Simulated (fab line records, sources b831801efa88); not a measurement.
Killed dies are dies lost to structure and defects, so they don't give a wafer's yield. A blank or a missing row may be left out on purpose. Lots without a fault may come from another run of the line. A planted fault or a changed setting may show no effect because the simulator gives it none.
A struck lot beside a sound one | flow sky130 | 19 steps out of a route of 708
Sound: wafers L999.1, L999.3, L999.6. Struck: wafers L995.1, L995.3, L995.4. The cause comes at the end.
At each step with rows: each side's tool, then ch and its chambers, then its first start. Under that, the readings that differ: sound wafers | struck wafers | difference of the means | sigmas: that difference in standard deviations of wafers without a fault.
alike: readings whose means differ by less than 2 such deviations, and words and numbers that are the same on both sides. not compared: withheld readings, readings that some wafer has no value for, bounds like >300 that may hide the same value, and numbers for which the record gives no deviation and whose values overlap.
The two part at a step that has a row with sigmas, a row that says differs or no value, or rows on one side only. Numbers that don't overlap but have no deviation are shown without sigmas and don't part them. A reading that every wafer of one side lacks parts them only if that side has two wafers or more.

SKY_METAL4_SPUTTER_02: material AlCu, target thk 735 nm, time 39.1 s.
  sound on pvd_sputter-01, day 45 22:48; struck on pvd_sputter-02, day 45 05:31
  alike: throttle_valve_pct
then, 1 step without rows for these wafers: SKY_METAL4_SPUTTER_03 (material Ti, target thk 5 nm, time 3.3 s).
SKY_METAL4_SPUTTER_04: material TiN, target thk 70 nm, time 58.3 s.
  sound on pvd_sputter-01, day 45 22:51; struck on pvd_sputter-02, day 45 05:34
  alike: throttle_valve_pct
SKY_CAP2M_CVD_00: deposits SiO2, target thk 15.5 nm.
  sound on pecvd-03 ch 0,1, day 45 22:54; struck on pecvd-01 ch 1,2, day 45 05:37
  alike: heater_power_w, rf_fwd_power_W, susceptor_temp_C
SKY_CAP2M_THK_MEAS_01:
  sound on film_metro-01, day 45 22:55; struck on film_metro-01, day 45 05:38
  alike: CAP2M_CVD_00_THK
SKY_CAP2M_SPUTTER_02: material TiN, target thk 200 nm, time 166.7 s.
  sound on pvd_sputter-03, day 45 22:59; struck on pvd_sputter-03, day 45 05:42
  alike: substrate_temp_c, susceptor_temp_C, throttle_valve_pct
SKY_CAP2M_RS_MEAS_03: measures by four-point-probe.
  sound on film_metro-02, day 45 23:05; struck on film_metro-04, day 45 05:49
  alike: CAP2M_TIN_RS
SKY_CAP2M_THK_MEAS_04: measures by xrf.
  sound on film_metro-02, day 45 23:13; struck on film_metro-04, day 45 05:56
  alike: CAP2M_TIN_THK
then, 4 steps without rows for these wafers: SKY_CAP2M_DEHYDRATE_05 (time 60 s); SKY_CAP2M_HMDS_06 (prime time 60 s); SKY_CAP2M_COAT_07 (resist thk 1140 nm); SKY_CAP2M_SOFTBAKE_08 (time 60 s).
SKY_CAP2M_EXPOSE_09: exposes mask CAP2M, target cd 1000 nm.
  sound on iline_stepper-02 ch 0, day 46 13:47; struck on iline_stepper-01 ch 0, day 45 15:08
  alike: mask
then, 2 steps without rows for these wafers: SKY_CAP2M_PEB_10; SKY_CAP2M_DEVELOP_11 (develop time 60 s).
SKY_CAP2M_OVL_MEAS_12:
  sound on overlay-02, day 46 22:50; struck on overlay-02, day 46 02:38
  alike: CAP2M_OVL
SKY_CAP2M_METAL_ETCH_13: etches TiN in Cl2/BCl3, stops on SiO2, target depth 220 nm, time 62.9 s.
  sound on rie_metal-04 ch 0, day 46 22:52; struck on rie_metal-01 ch 0, day 46 02:40
  reading                | sound           | struck          | difference | sigmas
  model.CAP2M.cd_nm (nm) | 996.6 997.7 996 | 978.3 987 983.2 | -13.9      |
  alike: drypump_motor_current_A, oes_product_au, rf_fwd_power_W, throttle_valve_pct
  not compared: rf_hours_counter_h
SKY_CAP2M_STRIP_14: strips in O2/N2.
  sound on plasma_asher-01 ch 0,1, day 46 22:57; struck on plasma_asher-04 ch 0,1, day 46 02:49
  alike: drypump_motor_current_A, oes_product_au, strip_time_to_endpoint_s
  not compared: rf_hours_counter_h
-- the record jumps here: 4 days lie between the struck wafers' starts before and after (it left off in module CAP2M and takes up again in module PAD_OPEN, whose first step shown is number 708 of the route) --
SKY_PAD_OPEN_PROBE_99:
  sound on prober-01, day 50 21:16; struck on prober-01, day 50 04:24
  reading                        | sound            | struck         | difference | sigmas
  model.etest.res_li.line_ohm_um | 77.39 76.35 77.2 | 70.68 70 70.95 | -6.44      |
  alike: killed_at_M0_to_M3, killed_at_M4_up, killed_at_contacts, killed_at_front_end, killed_at_other, killed_dies, killed_open, killed_short

WHERE THEY PART
Nowhere in this record.

WHY: what the simulator had put in
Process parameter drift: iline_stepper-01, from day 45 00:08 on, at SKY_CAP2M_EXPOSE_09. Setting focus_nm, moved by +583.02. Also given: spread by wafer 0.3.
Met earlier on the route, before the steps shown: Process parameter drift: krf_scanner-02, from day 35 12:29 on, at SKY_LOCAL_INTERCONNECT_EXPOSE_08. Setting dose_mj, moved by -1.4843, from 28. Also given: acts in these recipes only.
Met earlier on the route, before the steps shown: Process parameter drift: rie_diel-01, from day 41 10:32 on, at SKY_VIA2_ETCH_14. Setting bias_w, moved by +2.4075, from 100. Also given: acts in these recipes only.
